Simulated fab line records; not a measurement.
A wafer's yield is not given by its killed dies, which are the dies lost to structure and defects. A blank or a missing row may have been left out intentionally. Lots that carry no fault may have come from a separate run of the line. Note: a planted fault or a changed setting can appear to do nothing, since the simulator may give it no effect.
What tool caused it? -- flow gf180mcu -- 39 wafers from 13 lots sampled at 5 of the route's 602 steps

== WHAT THE GAUGES SHOWED, per wafer ==
GF_POLY_GATE_OVL_MEAS_11. Usual: for POLY_GATE_OVL the level is 5 nm and the standard deviation is 4.4.
lot,measured,on,POLY_GATE_OVL (nm),flag
L512,day 9 01:43,overlay-02,2 -2 -2,
L513,day 9 12:50,overlay-02,12 10 10,
L515,day 10 00:43,overlay-02,2 7 6,
L522,day 12 04:37,overlay-02,2 -2 1,
L524,day 12 23:25,overlay-02,8 0 4,
L526,day 13 12:28,overlay-01,11 2 8,
L527,day 13 18:46,overlay-01,4 7 12,
L529,day 14 08:35,overlay-02,11 11 9,
L530,day 14 16:22,overlay-01,-1 8 3,
L531,day 14 23:01,overlay-02,4 0 -4,
L532,day 15 03:58,overlay-01,2 3 8,
L533,day 15 10:19,overlay-01,3 8 10,
L534,day 15 20:30,overlay-01,3 11 2,

GF_HV_LDD_OVL_MEAS_08. Usual: for HV_LDD_OVL the level is -0.2 nm and the standard deviation is 1.3.
lot,measured,on,HV_LDD_OVL (nm),flag
L512,day 9 20:55,overlay-02,0.9 1.2 -0.9,
L513,day 10 08:38,overlay-02,1.1 1.3 -0.4,
L515,day 10 19:37,overlay-02,-0.5 -1.6 -1.4,
L522,day 13 02:45,overlay-01,0.0 0.2 -1.2,
L524,day 13 21:19,overlay-02,-0.2 -2.9 -0.7,
L526,day 14 12:11,overlay-01,-3.1 -0.7 -2.4,
L527,day 14 16:48,overlay-01,0.6 -0.4 0.1,
L529,day 15 08:40,overlay-01,-0.1 1.6 0.2,
L530,day 15 15:33,overlay-01,-2.2 -1.0 -1.0,
L531,day 15 22:07,overlay-01,1.6 1.5 -0.6,
L532,day 16 03:49,overlay-02,0.7 -1.3 -0.8,
L533,day 16 12:57,overlay-01,-0.3 -1.0 1.3,
L534,day 16 21:43,overlay-02,-0.7 -0.9 -0.7,

GF_HV_LDD_TW_MEAS_11. Usual: for HV_LDD_TW the level is 2428 and the standard deviation is 31.
lot,measured,on,HV_LDD_TW,flag
L512,day 9 21:13,film-metro-01,2396 2389 2387,
L513,day 10 08:55,film-metro-04,2426 2411 2404,
L515,day 10 19:54,film-metro-02,2475 2473 2489,
L522,day 13 03:02,film-metro-02,2489 2468 2498,
L524,day 13 21:37,film-metro-02,2470 2485 2491,
L526,day 14 12:29,film-metro-02,2472 2481 2474,
L527,day 14 17:05,film-metro-02,2450 2466 2455,
L529,day 15 08:58,film-metro-01,2387 2407 2406,
L530,day 15 15:50,film-metro-04,2427 2415 2416,
L531,day 15 22:25,film-metro-01,2402 2407 2395,
L532,day 16 04:07,film-metro-01,2403 2411 2412,
L533,day 16 13:14,film-metro-04,2432 2436 2418,
L534,day 16 22:00,film-metro-04,2424 2420 2412,

GF_HV_LDD_CD_MEAS_19 targets a cd of 400 nm. Usual: 400.0 nm for cd-nm, sd 2.6.
lot,measured,on,cd-nm (nm),flag
L512,day 10 15:02,cd-sem-02,399.3 401.9 397.3,
L513,day 11 02:48,cd-sem-01,402.0 401.3 401.8,
L515,day 11 14:38,cd-sem-01,402.0 404.2 403.9,
L522,day 13 23:23,cd-sem-01,435.3 436.3 436.8,OFF
L524,day 14 18:27,cd-sem-01,435.1 434.8 435.5,OFF
L526,day 15 10:00,cd-sem-02,398.1 396.4 396.3,
L527,day 15 14:39,cd-sem-01,400.8 401.7 398.9,
L529,day 16 06:11,cd-sem-02,398.7 401.6 400.4,
L530,day 16 14:05,cd-sem-01,397.6 397.6 395.8,
L531,day 16 20:02,cd-sem-01,403.0 402.5 403.4,
L532,day 17 02:33,cd-sem-01,399.2 401.9 400.7,
L533,day 17 11:48,cd-sem-01,397.8 400.2 400.8,
L534,day 17 20:54,cd-sem-01,400.1 399.5 401.4,

== WHICH TOOL RAN EACH LOT (tool, then ch and the chambers of the sampled wafers, then the start) ==
lot,GF_HV_LDD_COAT_14
L512,"litho-track-01 ch 0, day 10 05:36"
L513,"litho-track-03 ch 0, day 10 17:40"
L515,"litho-track-03 ch 0, day 11 04:35"
L522,"litho-track-01 ch 0, day 13 12:51"
L524,"litho-track-01 ch 0, day 14 07:51"
L526,"litho-track-04 ch 0, day 14 22:34"
L527,"litho-track-04 ch 0, day 15 03:35"
L529,"litho-track-04 ch 0, day 15 18:53"
L530,"litho-track-04 ch 0, day 16 02:17"
L531,"litho-track-04 ch 0, day 16 08:38"
L532,"litho-track-01 ch 0, day 16 15:15"
L533,"litho-track-04 ch 0, day 16 23:59"
L534,"litho-track-04 ch 0, day 17 09:17"
- GF_HV_LDD_COAT_14: resist thk 1000 nm.

== WHAT THE TOOLS THEMSELVES READ (means of the sampled wafers that have a number; where no wafer has one, the mark that the record gives instead) ==
The record holds no such reading with a usual standard deviation.

== THE ANSWER, worked out from the rows above alone ==
Rule: lot off if the mean of its wafers having a number is beyond 3 standard deviations from the usual mean. A lot without any number at a reading at which 4 lots or more have one is off too. Where the step has rows for the other lots, those lots are counted as sound. First the gauges in route order, then the tools' own readings, where a lot's mean is used as printed above. At the first step where some lot is off, the reading lying furthest off is the one used; lots without a number count as furthest.
Off: L522, L524 (GF_HV_LDD_CD_MEAS_19, cd-nm).
A tool fits if, at a process step before that reading, it ran every lot that is off, and no sound lot after the first of them. Those tools and the gauges at GF_HV_LDD_CD_MEAS_19 are tried in the same way. Of those tried, none fits.

== WHAT THE SIMULATOR HAD INSERTED ==
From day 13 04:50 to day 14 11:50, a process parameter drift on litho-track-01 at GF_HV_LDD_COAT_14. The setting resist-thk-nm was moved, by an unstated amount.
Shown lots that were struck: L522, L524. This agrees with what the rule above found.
